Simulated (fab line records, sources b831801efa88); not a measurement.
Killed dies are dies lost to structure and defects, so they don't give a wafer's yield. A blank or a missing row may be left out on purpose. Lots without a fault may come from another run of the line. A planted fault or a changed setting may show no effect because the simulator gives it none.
A struck lot beside a sound one | flow gf180mcu | 15 steps out of a route of 602
Sound: wafers L803.1, L803.4, L803.6. Struck: wafers L809.2, L809.3, L809.5. The cause comes at the end.
At each step with rows: each side's tool, then ch and its chambers, then its first start. Under that, the readings that differ: sound wafers | struck wafers | difference of the means | sigmas: that difference in standard deviations of wafers without a fault.
alike: readings whose means differ by less than 2 such deviations, and words and numbers that are the same on both sides. not compared: withheld readings, readings that some wafer has no value for, bounds like >300 that may hide the same value, and numbers for which the record gives no deviation and whose values overlap.
The two part at a step that has a row with sigmas, a row that says differs or no value, or rows on one side only. Numbers that don't overlap but have no deviation are shown without sigmas and don't part them. A reading that every wafer of one side lacks parts them only if that side has two wafers or more.

GF_V2_CD_MEAS_14: target cd 260 nm.
  sound on cd_sem-02, day 22 06:45; struck on cd_sem-02, day 24 09:25
  alike: cd_nm
GF_V2_OVL_MEAS_15:
  sound on overlay-01, day 22 06:52; struck on overlay-01, day 24 09:32
  alike: V2_OVL
then, 1 step without rows for these wafers: GF_V2_ETCH_16 (etches BARC in N2/H2).
GF_V2_ETCH_17: etches SiO2 in C4F8/O2/Ar, stops on TiN, target depth 630 nm.
  sound on rie_diel-02 ch 0,1,2; struck on rie_diel-01 ch 0,3
  alike: oes_product_au
then, 3 steps without rows for these wafers: GF_V2_STRIP_18 (strips in O2/N2); GF_V2_STRIP_19 (strips in post etch residue remover, time 1200 s); GF_V2_CLEAN_20 (cleans in DIW).
GF_V2_SPUTTER_21: material Ti, target thk 15 nm, time 80.02 s.
  sound on pvd_sputter-02, day 22 07:55; struck on pvd_sputter-04, day 24 10:14
  alike: substrate_temp_c, throttle_valve_pct
GF_V2_SPUTTER_22: material TiN, target thk 10 nm, time 40 s.
  sound on pvd_sputter-02, day 22 07:58; struck on pvd_sputter-04, day 24 10:17
  alike: throttle_valve_pct
GF_V2_CVD_23: deposits W, target thk 350 nm, time 104.94 s.
  sound on cvd_w-02 ch 1, day 22 08:01; struck on cvd_w-01 ch 0,1, day 24 10:20
  alike: heater_power_w
GF_V2_RS_MEAS_24: measures by four-point-probe.
  sound on film_metro-04, day 22 08:07; struck on film_metro-04, day 24 10:28
  alike: V2_W_RS
GF_V2_THK_MEAS_25: measures by xrf.
  sound on film_metro-04, day 22 08:14; struck on film_metro-04, day 24 10:34
  alike: V2_W_THK
GF_V2_CMP_26: polishes, stops on SiO2, t overpolish 15 s, target thk 0 nm.
  sound on cmp-02 ch 1,2, day 22 08:18; struck on cmp-02 ch 1,2,3, day 24 10:40
  reading                | sound             | struck            | difference | sigmas
  platen_rpm (rpm)       | 59.94 59.94 59.95 | 66.02 65.96 66.00 | +6.05      | +99 or more
  time_to_endpoint_s (s) | 87 92 88          | 71 69 80          | -16        | -3
  alike: head_pressure_psi, motor_current_A, overpolish_run_s
GF_M3_SPUTTER_00: material Ti, target thk 37.5 nm, time 150 s.
  sound on pvd_sputter-04, day 22 08:36; struck on pvd_sputter-01, day 24 10:55
  alike: substrate_temp_c, throttle_valve_pct
-- the record jumps here: 8 days lie between the struck wafers' starts before and after (it left off in module M3 and takes up again in module PASSIVATION, whose first step shown is number 602 of the route) --
GF_PASSIVATION_PROBE_99:
  the record has rows for the struck wafers here (prober-02, day 32 09:13) and none for the sound ones

WHERE THEY PART
First at GF_V2_CMP_26; last, within this record, at GF_PASSIVATION_PROBE_99.

WHY: what the simulator had put in
Process parameter drift: cmp-02, from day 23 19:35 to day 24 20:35, at GF_V2_CMP_26. Setting platen_rpm, moved by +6, from 60. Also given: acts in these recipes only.
